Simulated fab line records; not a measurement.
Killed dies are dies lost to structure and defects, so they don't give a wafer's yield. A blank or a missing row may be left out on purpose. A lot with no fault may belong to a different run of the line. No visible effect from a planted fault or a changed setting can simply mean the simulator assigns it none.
The same fault as seen by 2 desks / flow gf180mcu / each desk has only its own numbers; what lay behind them comes last

AT THE METROLOGY DESK
What the gauges read for every lot (on any tool): the sampled wafers with a number, averaged. If a lot's mean is further than 4 standard deviations from the usual mean, the lot is out of limits and carries the mark OUT (the distance appears in the brackets).
Columns: A = TOP_METAL_OVL at GF_TOP_METAL_OVL_MEAS_15, usual -1.0 nm
lot=L807; first seen here=day 28 23:40; A=-1.3
lot=L808; first seen here=day 29 07:37; A=-1.6
lot=L809; first seen here=day 29 08:21; A=-1.4
lot=L811; first seen here=day 30 06:21; A=-1.3
lot=L812; first seen here=day 30 16:04; A=-0.4
lot=L818; first seen here=day 31 22:35; A=-0.6
lot=L824; first seen here=day 33 14:58; A=-2.4
lot=L825; first seen here=day 33 17:44; A=-1.8
lot=L826; first seen here=day 34 00:44; A=-2.7
lot=L827; first seen here=day 34 05:51; A=-0.9
lot=L828; first seen here=day 34 15:19; A=-1.3
lot=L829; first seen here=day 34 17:41; A=0.4
lot=L830; first seen here=day 34 21:47; A=0.2
This desk's finding: nothing out of limits on any of the 13 lots.

TOOL OWNER'S DESK, pvd_sputter-04
The tool's own readings at GF_MIM_SPUTTER_00 (material Ti, target thk 37.5 nm, time 150 s): means of the sampled wafers that have a number, for each lot that ran on this tool. If a lot's mean is further than 4 standard deviations from the usual mean, the lot is out of limits and carries the mark OUT (the distance appears in the brackets).
Columns: A = throttle_valve_pct at GF_MIM_SPUTTER_00, usual 29.8 %
lot=L808; first seen here=day 25 15:49; A=30.3
lot=L809; first seen here=day 25 17:46; A=29.6
lot=L811; first seen here=day 26 19:23; A=29.8
lot=L824; first seen here=day 30 13:02; A=30.0
lot=L830; first seen here=day 32 01:26; A=29.0
This desk's finding: nothing out of limits on any of the 5 lots.

TAKEN TOGETHER
Nothing out of limits was seen by the metrology desk.
The desk of the tool owner found nothing out of limits.

WHAT THE SIMULATOR PUT IN
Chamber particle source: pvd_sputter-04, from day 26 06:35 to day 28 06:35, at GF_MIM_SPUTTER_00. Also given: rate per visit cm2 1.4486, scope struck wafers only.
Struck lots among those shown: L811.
